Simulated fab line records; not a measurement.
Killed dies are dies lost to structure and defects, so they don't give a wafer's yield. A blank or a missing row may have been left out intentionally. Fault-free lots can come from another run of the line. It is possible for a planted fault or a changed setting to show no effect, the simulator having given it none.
Matching of chambers | flow gf180mcu | rie-diel-02 running GF_PASSIVATION_ETCH_11: 4 sister chambers
The step etches the open film in CF4/O2, stops on TiN, target depth 2040 nm, time 453.3 s. 20 wafers are shown with their chamber, then 10 later ones without.

EACH WAFER AND ITS CHAMBER
wafer  | chamber | drypump-motor-current-A (A) | oes-product-au (a.u.) | rf-fwd-power-W (W)
L075.2 | 2       | 5.73                        | 0.973                 | 801.8
L075.4 | 0       | 5.35                        | 0.985                 | 798.8
L075.5 | 1       | 5.56                        | 0.994                 | 799.3
L076.3 | 3       | 5.89                        | 0.992                 | 799.9
L076.5 | 3       | 5.89                        | 0.994                 | 797.4
L076.6 | 2       | 5.77                        | 0.970                 | 801.5
L077.1 | 0       | 5.36                        | 0.979                 | 797.9
L077.3 | 3       | 5.88                        | 0.993                 | 799.9
L077.5 | 3       | 5.91                        | 1.003                 | 798.9
L079.3 | 0       | 5.38                        | 0.986                 | 792.5
L079.5 | 1       | 5.55                        | 0.996                 | 796.1
L079.6 | 0       | 5.36                        | 0.994                 | 795.5
L082.2 | 2       | 5.78                        | 0.981                 | 803.8
L082.5 | 0       | 5.36                        | 0.979                 | 803.7
L082.6 | 3       | 5.88                        | 0.994                 | 796.8
L083.3 | 0       | 5.35                        | 0.982                 | 798.9
L083.4 | 3       | 5.88                        | 0.999                 | 796.9
L083.6 | 0       | 5.36                        | 0.977                 | 798.9
L084.2 | 1       | 5.57                        | 0.999                 | 800.4
L084.5 | 1       | 5.55                        | 1.005                 | 797.0

SIGNATURES (means of the wafers above)
reading                 | chamber 0 | chamber 1 | chamber 2 | chamber 3 | scatter within a chamber
drypump-motor-current-A | 5.3600    | 5.5575    | 5.7600    | 5.8883    | 0.0136
oes-product-au          | 0.98314   | 0.99850   | 0.97467   | 0.99583   | 0.00517
rf-fwd-power-W          | 798.029   | 798.200   | 802.367   | 798.300   | 2.46
Rule: a wafer lies at a distance from a chamber equal to the root of the sum of squares, over the readings, of (its reading less the chamber's mean, divided by the reading's scatter). If the next closest chamber is less than 2 further off than the closest, the wafer can't be placed; otherwise it belongs to the closest. How the scatter is found: for the shown wafers, subtract from each reading the mean of its chamber, square and add these, divide the total by (wafers less chambers), then take the root.

WAFERS WITHOUT THEIR CHAMBER
wafer  | drypump-motor-current-A (A) | oes-product-au (a.u.) | rf-fwd-power-W (W)
L084.6 | 5.35                        | 0.988                 | 798.4
L086.1 | 5.55                        | 0.982                 | 799.2
L086.2 | 5.85                        | 1.008                 | 796.2
L086.5 | 5.37                        | 0.974                 | 794.1
L089.1 | 5.36                        | 0.970                 | 796.4
L089.2 | 5.57                        | 0.997                 | 800.6
L089.5 | 5.77                        | 0.976                 | 795.4
L096.2 | 5.91                        | 0.993                 | 801.5
L096.3 | 5.39                        | 0.989                 | 801.8
L096.4 | 5.57                        | 0.992                 | 800.7

WHICH CHAMBER EACH WENT THROUGH
wafer  | from the rows above | in truth
L084.6 | 0                   | 0
L086.1 | 1                   | 1
L086.2 | 3                   | 3
L086.5 | 0                   | 0
L089.1 | 0                   | 0
L089.2 | 1                   | 1
L089.5 | 2                   | 2
L096.2 | 3                   | 3
L096.3 | 0                   | 0
L096.4 | 1                   | 1
10 of 10 placed correctly. Left unplaced by these rows: 0. Number placed wrongly: 0.
